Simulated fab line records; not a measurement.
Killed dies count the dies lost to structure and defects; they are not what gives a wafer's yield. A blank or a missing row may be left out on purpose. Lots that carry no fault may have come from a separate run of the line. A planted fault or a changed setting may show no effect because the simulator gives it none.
fab line records | flow sky130
record lots=5 | wafers=15 | last_day=50
route steps=708 shown LOCAL_INTERCONNECT@398 CONTACT@406 PAD_OPEN@708
lots that met no fault: taken from a fault-free run of the same line
start_h: the number of hours between the record's first day and the start of the first shown wafer of the lot | wait_h: hours from the lot's prior step to this one | " the same as in the row above | L1.1+2: a single row standing in for several wafers | - either no value or no given start | * or withheld: withheld | < > ~ a bound
route shown NAME@n: a module of which the file shows steps, and the number in the route of the first | usual: mean/standard deviation of fault-free wafers | same: alike in all rows | chamber/n: place in a boat | sites: the reading at each site | _std_site: standard deviation of those values | _edge_site: outer sites' mean less inner sites' | radius_mm: for every site, how far away it sits from the centre of the wafer | mask NAME#n: copy n | behind: the last tool/chamber to shape the wafer | hold: what put the lot on hold/how long, in hours/how the hold closed | device: the n, p or np transistor that did not switch | end of line: tests of these same wafers at the route's end | a step without rows: its recipe alone | killed: dies lost to structure and defects at the first sort, not the wafer's yield | map: a wafer's dies, marking killed ones x, the rest . and places with no die _
set.NAME: the run value of the setting; set.NAME@STEP: its run value at that earlier step | model.NAME: the simulator's own value behind a step, which no gauge read
certain route steps with their lots: each step a table, each wafer a row
services: when a tool's chamber went out of use (start_h, in hours from the record's first day, below 0 if earlier), for how many hours, and the reason
## steps
# step SKY_LOCAL_INTERCONNECT_CD_MEAS_11
# recipe target_cd_nm=170
# usual cd_nm=170.2/1.4
lot.wafer | tool      | chamber | start_h | wait_h | cd_nm
L659.1    | cd_sem-01 | -       | 730.98  | -      | 170.6
L659.5    | "         | -       | "       | "      | 170.0
L659.6    | "         | -       | "       | "      | 169.9
L666.2    | cd_sem-01 | -       | 765.49  | -      | 173.6
L666.4    | "         | -       | "       | "      | 173.6
L666.5    | "         | -       | "       | "      | 172.9
L671.1    | cd_sem-02 | -       | 804.73  | -      | 169.9
L671.4    | "         | -       | "       | "      | 170.8
L671.5    | "         | -       | "       | "      | 170.3
L680.1    | cd_sem-02 | -       | 875.58  | -      | 169.8
L680.3    | "         | -       | "       | "      | 170.0
L680.5    | "         | -       | "       | "      | 169.7
L681.2    | cd_sem-02 | -       | 877.14  | -      | 172.2
L681.3    | "         | -       | "       | "      | 170.3
L681.6    | "         | -       | "       | "      | 170.0
# step SKY_LOCAL_INTERCONNECT_OVL_MEAS_12
# usual LOCAL_INTERCONNECT_OVL=-3/5
lot.wafer | tool       | chamber | start_h | wait_h | LOCAL_INTERCONNECT_OVL[nm]
L659.1    | overlay-02 | -       | 731.10  | 0.1    | -4
L659.5    | "          | -       | "       | "      | -5
L659.6    | "          | -       | "       | "      | -3
L666.2    | overlay-02 | -       | 765.60  | 0.1    | 2
L666.4    | "          | -       | "       | "      | -7
L666.5    | "          | -       | "       | "      | -7
L671.1    | overlay-02 | -       | 804.85  | 0.1    | 0
L671.4    | "          | -       | "       | "      | 1
L671.5    | "          | -       | "       | "      | 4
L680.1    | overlay-02 | -       | 875.70  | 0.1    | -6
L680.3    | "          | -       | "       | "      | -10
L680.5    | "          | -       | "       | "      | -4
L681.2    | overlay-01 | -       | 877.25  | 0.1    | 12
L681.3    | "          | -       | "       | "      | 10
L681.6    | "          | -       | "       | "      | 0
# step SKY_LOCAL_INTERCONNECT_ETCH_13
# recipe chemistry=N2/H2 | target=BARC | ion_energy_ev=200 | bias_w=100 | pressure_mtorr=30 | n2_flow_sccm=100 | h2_flow_sccm=200 | icp_w=500 | stop_on=SiO2 | time_s=45.9 | target_depth_a=600
# usual bias_w=100.04/0.25 | drypump_motor_current_A=5.9/0.51 | oes_product_au=0.856/0.0045 | throttle_valve_pct=13.224/0.01
lot.wafer | tool         | chamber | start_h | wait_h | bias_w | drypump_motor_current_A | oes_product_au | rf_hours_counter_h | throttle_valve_pct
L659.1    | rie_metal-01 | 0       | 731.13  | 0.0    | 100.17 | 5.9                     | 0.854          | 11                 | 13.236
L659.5    | "            | 0       | "       | "      | 99.98  | 5.9                     | 0.855          | -                  | 13.237
L659.6    | "            | 1       | "       | "      | 100.08 | 6.3                     | 0.853          | -                  | 13.218
L666.2    | rie_metal-02 | 1       | 765.63  | 0.0    | 100.41 | 6.3                     | 0.857          | 12                 | 13.237
L666.4    | "            | 0       | "       | "      | 99.98  | 4.7                     | 0.864          | -                  | 13.217
L666.5    | "            | 1       | "       | "      | 99.66  | 6.3                     | 0.866          | -                  | 13.235
L671.1    | rie_metal-02 | 0       | 804.88  | 0.0    | 100.26 | 4.7                     | 0.853          | 5                  | 13.225
L671.4    | "            | 0       | "       | "      | 100.15 | 4.8                     | 0.856          | -                  | 13.227
L671.5    | "            | 1       | "       | "      | 100.52 | 6.3                     | 0.855          | -                  | 13.229
L680.1    | rie_metal-04 | 0       | 875.74  | 0.0    | 100.21 | 6.1                     | 0.856          | 12                 | 13.222
L680.3    | "            | 0       | "       | "      | 100.06 | 6.1                     | 0.851          | -                  | 13.240
L680.5    | "            | 0       | "       | "      | 100.32 | 6.1                     | 0.851          | -                  | 13.215
L681.2    | rie_metal-02 | 0       | 877.28  | 0.0    | 99.99  | 4.7                     | 0.849          | 8                  | 13.229
L681.3    | "            | 0       | "       | "      | 99.94  | 4.7                     | 0.856          | -                  | 13.219
L681.6    | "            | 0       | "       | "      | 100.10 | 4.7                     | 0.853          | -                  | 13.228
# step SKY_LOCAL_INTERCONNECT_METAL_ETCH_14
# recipe target_depth_nm=110 | stop_on=PSG | chemistry=Cl2/BCl3 | target=TiN | resist_sidewall_deg=88 | pressure_mtorr=10 | icp_w=900 | bias_w=48.5 | Cl2_flow_sccm=60 | bcl3_flow_sccm=30 | time_s=31.4
# usual bias_w=48.51/0.16 | drypump_motor_current_A=5.9/0.51 | oes_product_au=0.940/0.0091 | throttle_valve_pct=21.902/0.01
lot.wafer | tool         | chamber | start_h | wait_h | bias_w | drypump_motor_current_A | oes_product_au | rf_hours_counter_h | throttle_valve_pct
L659.1    | rie_metal-01 | 0       | 731.22  | 0.1    | 48.40  | 5.9                     | 0.934          | 12                 | 21.905
L659.5    | "            | 0       | "       | "      | 48.30  | 5.9                     | 0.935          | -                  | 21.905
L659.6    | "            | 1       | "       | "      | 48.45  | 6.2                     | 0.934          | -                  | 21.915
L666.2    | rie_metal-02 | 1       | 765.69  | 0.0    | 48.47  | 6.3                     | 0.960          | 12                 | 21.900
L666.4    | "            | 0       | "       | "      | 48.52  | 4.7                     | 0.954          | -                  | 21.892
L666.5    | "            | 1       | "       | "      | 48.58  | 6.3                     | 0.958          | -                  | 21.902
L671.1    | rie_metal-02 | 0       | 804.95  | 0.0    | 48.63  | 4.8                     | 0.946          | 5                  | 21.902
L671.4    | "            | 0       | "       | "      | 48.60  | 4.8                     | 0.942          | -                  | 21.894
L671.5    | "            | 1       | "       | "      | 48.48  | 6.3                     | 0.937          | -                  | 21.898
L680.1    | rie_metal-04 | 0       | 875.86  | 0.1    | 48.60  | 6.1                     | 0.938          | 12                 | 21.907
L680.3    | "            | 0       | "       | "      | 48.71  | 6.1                     | 0.931          | -                  | 21.894
L680.5    | "            | 0       | "       | "      | 48.57  | 6.1                     | 0.930          | -                  | 21.899
L681.2    | rie_metal-02 | 0       | 877.34  | 0.0    | 48.71  | 4.7                     | 0.938          | 8                  | 21.906
L681.3    | "            | 0       | "       | "      | 48.43  | 4.8                     | 0.938          | -                  | 21.915
L681.6    | "            | 0       | "       | "      | 48.40  | 4.8                     | 0.949          | -                  | 21.916
# step SKY_LOCAL_INTERCONNECT_STRIP_15
# recipe chemistry=O2/N2 | power_w=1400 | pressure_mtorr=1500 | platen_temp_c=withheld | o2_flow_sccm=3000 | n2_flow_sccm=300 | overash_fraction=0.5
# usual drypump_motor_current_A=5.5/0.47 | oes_product_au=0.427/0.0049 | strip_time_to_endpoint_s=4.732/0.023
lot.wafer | tool            | chamber | start_h | wait_h | drypump_motor_current_A | oes_product_au | rf_hours_counter_h | strip_time_to_endpoint_s
L659.1    | plasma_asher-02 | 0       | 731.29  | 0.0    | 4.9                     | 0.436          | 25                 | 4.769
L659.5    | "               | 1       | "       | "      | 5.6                     | 0.420          | -                  | 4.753
L659.6    | "               | 0       | "       | "      | 4.9                     | 0.432          | -                  | 4.742
L666.2    | plasma_asher-02 | 0       | 765.74  | 0.0    | 4.9                     | 0.432          | 29                 | 4.759
L666.4    | "               | 0       | "       | "      | 4.9                     | 0.428          | -                  | 4.754
L666.5    | "               | 0       | "       | "      | 4.9                     | 0.437          | -                  | 4.756
L671.1    | plasma_asher-02 | 1       | 805.00  | 0.0    | 5.6                     | 0.431          | 33                 | 4.747
L671.4    | "               | 0       | "       | "      | 4.9                     | 0.421          | -                  | 4.745
L671.5    | "               | 1       | "       | "      | 5.6                     | 0.429          | -                  | 4.746
L680.1    | plasma_asher-02 | 0       | 875.96  | 0.1    | 4.9                     | 0.422          | 40                 | 4.704
L680.3    | "               | 1       | "       | "      | 5.5                     | 0.420          | -                  | 4.697
L680.5    | "               | 1       | "       | "      | 5.6                     | 0.421          | -                  | 4.695
L681.2    | plasma_asher-03 | 0       | 877.39  | 0.0    | 6.1                     | 0.425          | 103                | 4.751
L681.3    | "               | 0       | "       | "      | 6.1                     | 0.426          | -                  | 4.751
L681.6    | "               | 1       | "       | "      | 5.1                     | 0.429          | -                  | 4.750
# step SKY_LOCAL_INTERCONNECT_STRIP_16
# recipe chemistry=post_etch_residue_remover | time_s=1200 | temp_c=72.5
# step SKY_LOCAL_INTERCONNECT_CLEAN_17
# recipe chemistry=IPA | time_s=180 | temp_c=25
# step SKY_LOCAL_INTERCONNECT_CLEAN_18
# recipe chemistry=O3/DIW | dry=n2_spin
# step SKY_CONTACT_CVD_00
# recipe material=Si3N4 | target_thk_nm=75 | temp_c=400 | time_s=withheld | rf_w=450
# usual heater_power_outer_w=444/67 | heater_power_w=754/110
lot.wafer | tool     | chamber | start_h | wait_h | heater_power_outer_w | heater_power_w
L659.1    | pecvd-04 | 0       | 731.89  | 0.0    | 465                  | 681
L659.5    | "        | 1       | "       | "      | 314                  | 571
L659.6    | "        | 0       | "       | "      | 470                  | 687
L666.2    | pecvd-03 | 2       | 766.36  | 0.0    | 501                  | 835
L666.4    | "        | 2       | "       | "      | 498                  | 831
L666.5    | "        | 0       | "       | "      | 393                  | 652
L671.1    | pecvd-04 | 1       | 805.60  | 0.0    | 361                  | 630
L671.4    | "        | 1       | "       | "      | 366                  | 633
L671.5    | "        | 2       | "       | "      | 436                  | 751
L680.1    | pecvd-01 | 0       | 876.56  | 0.0    | 513                  | 908
L680.3    | "        | 1       | "       | "      | 452                  | 716
L680.5    | "        | 0       | "       | "      | 508                  | 897
L681.2    | pecvd-04 | 0       | 877.99  | 0.0    | 436                  | 661
L681.3    | "        | 1       | "       | "      | 335                  | 598
L681.6    | "        | 0       | "       | "      | 423                  | 651
# step SKY_CONTACT_THK_MEAS_01
# recipe reads=Si3N4_of_CONTACT_CVD_00
# usual CONTACT_CVD_00_THK=75.1/1.1
lot.wafer | tool          | chamber | start_h | wait_h | CONTACT_CVD_00_THK[nm]
L659.1    | film_metro-03 | -       | 731.92  | -      | 74.6
L659.5    | "             | -       | "       | "      | 77.4
L659.6    | "             | -       | "       | "      | 76.9
L666.2    | film_metro-03 | -       | 766.41  | -      | 75.4
L666.4    | "             | -       | "       | "      | 76.2
L666.5    | "             | -       | "       | "      | 76.0
L671.1    | film_metro-01 | -       | 805.63  | -      | 73.8
L671.4    | "             | -       | "       | "      | 76.0
L671.5    | "             | -       | "       | "      | 74.8
L680.1    | film_metro-01 | -       | 876.59  | -      | 73.0
L680.3    | "             | -       | "       | "      | 75.3
L680.5    | "             | -       | "       | "      | 74.9
L681.2    | film_metro-02 | -       | 878.03  | -      | 74.9
L681.3    | "             | -       | "       | "      | 75.1
L681.6    | "             | -       | "       | "      | 76.5
# step SKY_CONTACT_HDPCVD_02
# recipe material=SiO2 | target_thk_nm=565 | sigma_open_frac=0.3 | time_s=94.2 | temp_c=600 | sih4_flow_sccm=60 | pressure_mtorr=6
# step SKY_CONTACT_THK_MEAS_03
# recipe reads=SiO2_of_CONTACT_HDPCVD_02
# usual CONTACT_HDPCVD_THK=564/6.8
lot.wafer | tool          | chamber | start_h | wait_h | CONTACT_HDPCVD_THK[nm]
L659.1    | film_metro-01 | -       | 732.05  | 0.0    | 564
L659.5    | "             | -       | "       | "      | 564
L659.6    | "             | -       | "       | "      | 567
L666.2    | film_metro-01 | -       | 766.54  | 0.0    | 563
L666.4    | "             | -       | "       | "      | 568
L666.5    | "             | -       | "       | "      | 568
L671.1    | film_metro-02 | -       | 805.76  | 0.0    | 572
L671.4    | "             | -       | "       | "      | 563
L671.5    | "             | -       | "       | "      | 559
L680.1    | film_metro-03 | -       | 876.72  | 0.0    | 559
L680.3    | "             | -       | "       | "      | 573
L680.5    | "             | -       | "       | "      | 572
L681.2    | film_metro-01 | -       | 878.16  | 0.0    | 563
L681.3    | "             | -       | "       | "      | 561
L681.6    | "             | -       | "       | "      | 557
# step SKY_CONTACT_CMP_04
# recipe material=SiO2 | down_force_psi=4 | platen_rpm=60 | pad_velocity_m_s=0.94248
# usual head_pressure_psi=4.002/0.0089 | motor_current_A=12.3/1.1 | time_to_endpoint_s=84/4.3
lot.wafer | tool   | chamber | start_h | wait_h | head_pressure_psi | motor_current_A | time_to_endpoint_s
L659.1    | cmp-01 | 0       | 732.16  | 0.1    | 4.002             | 14.2            | 87
L659.5    | "      | 3       | "       | "      | 3.989             | 11.0            | 87
L659.6    | "      | 0       | "       | "      | 4.000             | 15.2            | 87
L666.4    | cmp-02 | 3       | 766.69  | 0.1    | 4.013             | 12.0            | 85
L666.2    | "      | 0       | "       | "      | 4.005             | 12.5            | 84
L666.5    | "      | 1       | "       | "      | 3.988             | 11.5            | 83
L671.4    | cmp-02 | 3       | 805.82  | 0.0    | 3.996             | 12.0            | 79
L671.1    | "      | 0       | "       | "      | 3.229             | 11.1            | 105
L671.5    | "      | 3       | "       | "      | 3.988             | 12.1            | 78
L680.1    | cmp-01 | 3       | 876.83  | 0.1    | 4.005             | 10.5            | 80
L680.3    | "      | 0       | "       | "      | 3.993             | 13.5            | 87
L680.5    | "      | 2       | "       | "      | 4.013             | 12.0            | 87
L681.3    | cmp-02 | 2       | 878.26  | 0.1    | 4.014             | 11.0            | 87
L681.2    | "      | 0       | "       | "      | 3.994             | 12.8            | 81
L681.6    | "      | 1       | "       | "      | 3.995             | 11.8            | 78
# step SKY_CONTACT_BOW_MEAS_05
# recipe mode=bow
# usual CONTACT_BOW=83/6.5
lot.wafer | tool          | chamber | start_h | wait_h | CONTACT_BOW[um]
L659.1    | film_metro-03 | -       | 732.41  | 0.2    | 72
L659.5    | "             | -       | "       | "      | 76
L659.6    | "             | -       | "       | "      | 75
L666.2    | film_metro-03 | -       | 766.91  | 0.1    | 93
L666.4    | "             | -       | "       | "      | 77
L666.5    | "             | -       | "       | "      | 90
L671.1    | film_metro-03 | -       | 806.12  | 0.2    | 78
L671.4    | "             | -       | "       | "      | 86
L671.5    | "             | -       | "       | "      | 82
L680.1    | film_metro-03 | -       | 877.08  | 0.2    | 89
L680.3    | "             | -       | "       | "      | 94
L680.5    | "             | -       | "       | "      | 84
L681.2    | film_metro-01 | -       | 878.53  | 0.1    | 91
L681.3    | "             | -       | "       | "      | 83
L681.6    | "             | -       | "       | "      | 86
# step SKY_PAD_OPEN_PROBE_99
# usual killed_at_M0_to_M3=44/6.9 | killed_at_M4_up=3.3/2 | killed_at_contacts=25/5.4 | killed_at_front_end=16/4.6 | killed_at_other=0.2/0.51 | killed_dies=88/8.9 | killed_open=48/6.8 | killed_short=39/5.8
# same gross_dies=492 | killed_at_back_side=0
lot.wafer | tool      | chamber | start_h | wait_h | killed_at_M0_to_M3 | killed_at_M4_up | killed_at_contacts | killed_at_front_end | killed_at_other | killed_dies | killed_open | killed_short
L659.1    | prober-02 | -       | 1094.71 | 0.1    | 43                 | 4               | 25                 | 9                   | 0               | 81          | 49          | 31
L659.5    | prober-02 | -       | 1094.91 | 0.2    | 46                 | 4               | 21                 | 17                  | 0               | 88          | 50          | 38
L659.6    | prober-02 | -       | 1094.96 | 0.2    | 42                 | 7               | 27                 | 13                  | 0               | 89          | 46          | 42
L671.1    | prober-02 | -       | 1146.21 | 0.1    | 36                 | 6               | 26                 | 18                  | 0               | 86          | 52          | 34
L671.4    | prober-02 | -       | 1146.36 | 0.2    | 50                 | 2               | 23                 | 13                  | 2               | 90          | 47          | 43
L671.5    | prober-02 | -       | 1146.41 | 0.2    | 43                 | 1               | 21                 | 22                  | 0               | 87          | 48          | 39
L680.1    | prober-01 | -       | 1198.28 | 0.1    | 47                 | 7               | 12                 | 22                  | 0               | 88          | 43          | 44
L680.3    | prober-01 | -       | 1198.38 | 0.2    | 50                 | 1               | 17                 | 11                  | 0               | 79          | 45          | 34
L680.5    | prober-01 | -       | 1198.48 | 0.2    | 62                 | 1               | 26                 | 9                   | 0               | 98          | 53          | 45
# killed by level:class
L659.1 VIA1:geometric_particle:open=14 CONTACT:geometric_particle:open=11 METAL2:geometric_particle:short=6 FIELD_ISO:geometric_particle:open=5 VIA1:geometric_particle:short=5 LI_CONTACT:geometric_particle:open=4 LOCAL_INTERCONNECT:geometric_particle:short=4 VIA2:geometric_particle:open=4
L659.5 VIA1:geometric_particle:open=10 METAL1:geometric_particle:short=8 LI_CONTACT:geometric_particle:open=8 VIA3:geometric_particle:open=7 CONTACT:geometric_particle:open=6 FIELD_ISO:geometric_particle:short=5 FIELD_ISO:geometric_particle:open=4 VIA1:geometric_particle:short=4
L659.6 CONTACT:geometric_particle:open=11 VIA1:geometric_particle:open=11 METAL2:geometric_particle:short=9 FIELD_ISO:geometric_particle:open=6 VIA3:geometric_particle:short=5 METAL4:geometric_particle:short=5 POLY_GATE:geometric_particle:short=4 LI_CONTACT:geometric_particle:open=4
L671.1 CONTACT:geometric_particle:open=9 VIA2:geometric_particle:open=8 VIA1:geometric_particle:open=7 VIA3:geometric_particle:open=7 FIELD_ISO:geometric_particle:short=6 LOCAL_INTERCONNECT:geometric_particle:short=6 LI_CONTACT:geometric_particle:open=6 FIELD_ISO:geometric_particle:open=5
L671.4 CONTACT:geometric_particle:open=10 METAL1:geometric_particle:short=9 LI_CONTACT:geometric_particle:open=8 VIA1:geometric_particle:open=8 VIA3:geometric_particle:open=7 METAL2:geometric_particle:short=7 VIA2:geometric_particle:open=5 VIA2:geometric_particle:short=4
L671.5 VIA1:geometric_particle:open=13 FIELD_ISO:geometric_particle:open=7 VIA1:geometric_particle:short=7 FIELD_ISO:geometric_particle:short=6 VIA2:geometric_particle:open=6 LOCAL_INTERCONNECT:geometric_particle:short=5 CONTACT:geometric_particle:short=5 VIA3:geometric_particle:open=5
L680.1 VIA1:geometric_particle:open=17 FIELD_ISO:geometric_particle:short=6 CONTACT:geometric_particle:open=6 VIA2:geometric_particle:open=6 FIELD_ISO:geometric_particle:open=5 POLY_GATE:geometric_particle:short=5 VIA1:geometric_particle:short=5 VIA2:geometric_particle:short=5
L680.3 VIA3:geometric_particle:open=10 VIA2:geometric_particle:open=8 VIA1:geometric_particle:open=8 LOCAL_INTERCONNECT:geometric_particle:short=5 METAL1:geometric_particle:short=5 LI_CONTACT:geometric_particle:open=4 CONTACT:geometric_particle:open=4 CONTACT:geometric_particle:short=4
L680.5 VIA1:geometric_particle:open=14 METAL2:geometric_particle:short=10 CONTACT:geometric_particle:open=8 LI_CONTACT:geometric_particle:open=8 VIA1:geometric_particle:short=8 VIA2:geometric_particle:open=7 VIA3:geometric_particle:open=7 CONTACT:geometric_particle:short=6
## services
tool            | chamber | start_h | hours | kind
plasma_asher-03 | -       | 710.59  | 2.8   | pm
cmp-01          | -       | 736.68  | 12.4  | pm
pecvd-01        | 0       | 737.95  | 20.5  | repair
cmp-02          | -       | 744.03  | 4.0   | pm
cmp-02          | -       | 748.03  | -     | consumable_replace:conditioner
cmp-02          | -       | 748.03  | -     | consumable_replace:pad
rie_metal-04    | -       | 758.39  | 3.0   | repair
pecvd-01        | 1       | 761.96  | 4.0   | repair
pecvd-04        | -       | 762.26  | 3.7   | repair
pecvd-01        | 1       | 774.68  | 6.5   | repair
pecvd-04        | 1       | 777.60  | 17.1  | repair
rie_metal-01    | -       | 778.41  | 2.8   | pm
rie_metal-01    | 1       | 795.99  | -     | clean
cmp-01          | -       | 799.63  | 12.3  | pm
cmp-02          | -       | 802.99  | 1.9   | repair
plasma_asher-03 | -       | 807.09  | 1.6   | repair
rie_metal-04    | 1       | 816.17  | 32.6  | repair
plasma_asher-03 | -       | 820.61  | 0.4   | repair
cmp-01          | -       | 821.26  | 1.0   | repair
pecvd-01        | -       | 833.10  | 6.0   | pm
pecvd-04        | 2       | 833.80  | 2.1   | scheduled_down
pecvd-01        | 1       | 841.46  | 9.2   | repair
cmp-01          | -       | 854.62  | 0.6   | repair
pecvd-04        | 0       | 859.85  | 3.9   | repair
## key
first_sign step=SKY_CONTACT_CMP_04 | reading=head_pressure_psi | direction=down | sigmas=87 | usual=4.002 | struck=3.229
effect step=SKY_CONTACT_CMP_04 | reading=time_to_endpoint_s | direction=up | sigmas=4.9 | usual=* | struck=*
met_at SKY_CONTACT_CMP_04
struck_wafers L671.1
tester_left_out L671
onset_between 766.69 805.82
fault kind=process_parameter_drift | tool=cmp-02 | chamber=0 | onset_h=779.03 | steps=SKY_CONTACT_CMP_04 | channel=down_force_psi | offset=-0.7632 | shape=step | end_h=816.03 | acts_in=these_recipes_only | stated=4
# tester_left_out: of these lots the tester's yield and bins aren't shown, on N5 and GAA mostly nor the transistor test; their killed dies are dies lost to structure and defects alone, not to doping, threshold or leakage, so they don't give the yield
